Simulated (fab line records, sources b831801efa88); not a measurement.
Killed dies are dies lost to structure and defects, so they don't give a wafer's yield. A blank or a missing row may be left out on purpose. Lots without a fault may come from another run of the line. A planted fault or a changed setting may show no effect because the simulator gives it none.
Which tool did it? | flow gf180mcu | 11 lots, 33 wafers sampled, at 4 steps of a route of 602

WHAT THE GAUGES READ, wafer by wafer
GF_DUAL_GATE_OVL_MEAS_11. Usual: DUAL_GATE_OVL 0.8 nm, standard deviation 1.5.
lot  | measured     | on         | DUAL_GATE_OVL (nm) | flag
L240 | day 8 07:31  | overlay-02 | -0.6 -1.1 0.5      |
L242 | day 8 20:18  | overlay-01 | 2.5 0.0 1.1        |
L243 | day 9 04:22  | overlay-01 | -0.7 0.4 -0.2      |
L245 | day 9 18:07  | overlay-02 | -1.4 1.0 0.4       |
L246 | day 10 02:39 | overlay-02 | 0.2 0.4 -1.5       |
L252 | day 11 17:30 | overlay-01 | - - -              | OFF
L253 | day 11 23:26 | overlay-01 | 0.3 2.5 2.6        |
L255 | day 12 16:51 | overlay-02 | 1.9 2.9 2.4        |
L257 | day 13 06:00 | overlay-01 | 1.4 0.0 -1.6       |
L261 | day 14 14:29 | overlay-01 | -0.7 -0.3 0.0      |
L263 | day 15 04:21 | overlay-01 | 1.6 0.9 1.8        |

WHICH TOOL RAN EACH LOT (tool, then ch and the chambers of the sampled wafers, then the start)
lot  | GF_STI_ETCH_14                  | GF_NWELL_STRIP_10                   | GF_DUAL_GATE_EXPOSE_08
L240 | rie_si-01 ch 0,2, day 2 01:21   | plasma_asher-01 ch 0, day 3 06:47   | iline_stepper-02 ch 0, day 7 23:50
L242 | rie_si-01 ch 0,2,3, day 2 11:16 | plasma_asher-02 ch 0, day 3 17:37   | iline_stepper-01 ch 0, day 8 12:05
L243 | rie_si-01 ch 1,2, day 2 16:35   | plasma_asher-01 ch 0,1, day 4 00:22 | iline_stepper-01 ch 0, day 8 20:04
L245 | rie_si-01 ch 0,1,2, day 3 04:21 | plasma_asher-01 ch 1, day 4 11:32   | iline_stepper-01 ch 0, day 9 09:37
L246 | rie_si-02 ch 1,3, day 3 09:44   | plasma_asher-02 ch 0,1, day 4 18:43 | iline_stepper-02 ch 0, day 9 18:36
L252 | rie_si-02 ch 0,1,3, day 4 15:15 | plasma_asher-02 ch 0,1, day 6 00:56 | iline_stepper-02 ch 0, day 11 08:29
L253 | rie_si-01 ch 0,2,3, day 4 20:30 | plasma_asher-01 ch 0,1, day 6 05:44 | iline_stepper-01 ch 0, day 11 14:23
L255 | rie_si-01 ch 0,2,3, day 5 06:18 | plasma_asher-03 ch 0,1, day 6 18:17 | iline_stepper-02 ch 0, day 12 07:45
L257 | rie_si-02 ch 0,2,3, day 5 16:16 | plasma_asher-01 ch 0,1, day 7 02:10 | iline_stepper-02 ch 0, day 12 20:03
L261 | rie_si-02 ch 0,1,3, day 6 14:58 | plasma_asher-02 ch 0,1, day 8 05:44 | iline_stepper-02 ch 0, day 14 04:09
L263 | rie_si-02 ch 0,2, day 7 01:50   | plasma_asher-02 ch 0,1, day 8 15:31 | iline_stepper-02 ch 0, day 14 17:55
- GF_STI_ETCH_14: etches Si in HBr/Cl2/O2, target depth 360 nm, time 102.9 s.
- GF_NWELL_STRIP_10: strips in O2/N2.
- GF_DUAL_GATE_EXPOSE_08: exposes mask Dualgate, target cd 700 nm.

WHAT THE TOOLS THEMSELVES READ (means of the sampled wafers that have a number; where no wafer has one, the mark that the record gives instead)
GF_STI_ETCH_14. Usual: HBr_flow_sccm 150.0 sccm, standard deviation 0.44; drypump_motor_current_A 6.0 A, standard deviation 0.46; oes_product_au 0.999 a.u., standard deviation 0.011; throttle_valve_pct 25.657 %, standard deviation 0.012.
lot  | tool      | HBr_flow_sccm (sccm) | drypump_motor_current_A (A) | oes_product_au (a.u.) | throttle_valve_pct (%) | flag
L240 | rie_si-01 | 149.5                | 5.6                         | 0.988                 | 25.665                 |
L242 | rie_si-01 | 150.0                | 5.7                         | 0.993                 | 25.666                 |
L243 | rie_si-01 | 150.3                | 6.3                         | 1.008                 | 25.651                 |
L245 | rie_si-01 | 149.6                | 6.0                         | 0.999                 | 25.654                 |
L246 | rie_si-02 | 150.2                | 5.6                         | 0.983                 | 25.664                 |
L252 | rie_si-02 | 150.2                | 6.0                         | 0.988                 | 25.660                 |
L253 | rie_si-01 | 150.2                | 5.8                         | 0.995                 | 25.659                 |
L255 | rie_si-01 | 150.4                | 5.8                         | 0.987                 | 25.664                 |
L257 | rie_si-02 | 149.6                | 6.0                         | 0.995                 | 25.653                 |
L261 | rie_si-02 | 149.7                | 6.1                         | 0.999                 | 25.646                 |
L263 | rie_si-02 | 150.0                | 6.4                         | 0.986                 | 25.661                 |

GF_NWELL_STRIP_10. Usual: drypump_motor_current_A 5.87 A, standard deviation 0.23; heater_power_w 329 W, standard deviation 40; n2_flow_sccm 299.9 sccm, standard deviation 0.89; o2_flow_sccm 3000 sccm, standard deviation 9.3; oes_product_au 0.723 a.u., standard deviation 0.0043; strip_time_to_endpoint_s 36.89 s, standard deviation 0.11.
lot  | tool            | drypump_motor_current_A (A) | heater_power_w (W) | n2_flow_sccm (sccm) | o2_flow_sccm (sccm) | oes_product_au (a.u.) | strip_time_to_endpoint_s (s) | flag
L240 | plasma_asher-01 | 6.09                        | 377                | 299.9               | 3000                | 0.725                 | 36.92                        |
L242 | plasma_asher-02 | 6.17                        | 332                | 300.2               | 2993                | 0.728                 | 36.82                        |
L243 | plasma_asher-01 | 5.87                        | 377                | 298.9               | 3007                | 0.727                 | 37.07                        |
L245 | plasma_asher-01 | 5.48                        | 359                | 299.2               | 2997                | 0.723                 | 36.89                        |
L246 | plasma_asher-02 | 6.05                        | 308                | 300.0               | 2999                | 0.721                 | 36.83                        |
L252 | plasma_asher-02 | 5.95                        | 281                | 300.3               | 3005                | 0.723                 | 36.86                        |
L253 | plasma_asher-01 | 5.68                        | 364                | 300.7               | 2996                | 0.725                 | 36.84                        |
L255 | plasma_asher-03 | 5.74                        | 332                | 299.2               | 2999                | 0.723                 | 36.85                        |
L257 | plasma_asher-01 | 5.90                        | 374                | 300.3               | 3004                | 0.717                 | 36.96                        |
L261 | plasma_asher-02 | 6.04                        | 301                | 300.4               | 3004                | 0.721                 | 37.00                        |
L263 | plasma_asher-02 | 5.94                        | 280                | 299.3               | 3008                | 0.721                 | 36.79                        |

THE ANSWER, worked out from the rows above alone
Rule: a lot is off if the mean of its wafers that have a number lies more than 3 standard deviations from the usual mean. A lot without any number at a reading at which 4 lots or more have one is off too. The other lots that the step has rows for count as sound. The gauges are gone through in route order, then the tools' own readings, and for those a lot's mean is taken as printed above. The first step at which some lot is off is used, and at that step the reading that is off furthest; a lot without a number counts as furthest.
Off: L252, at GF_DUAL_GATE_OVL_MEAS_11 (DUAL_GATE_OVL). Without a number there: L252.
A tool fits if, at a process step before that reading, it ran every lot that is off, and no sound lot after the first of them. The gauges at GF_DUAL_GATE_OVL_MEAS_11 are tried like those tools. None of those tried fits.

WHAT THE SIMULATOR HAD PUT IN
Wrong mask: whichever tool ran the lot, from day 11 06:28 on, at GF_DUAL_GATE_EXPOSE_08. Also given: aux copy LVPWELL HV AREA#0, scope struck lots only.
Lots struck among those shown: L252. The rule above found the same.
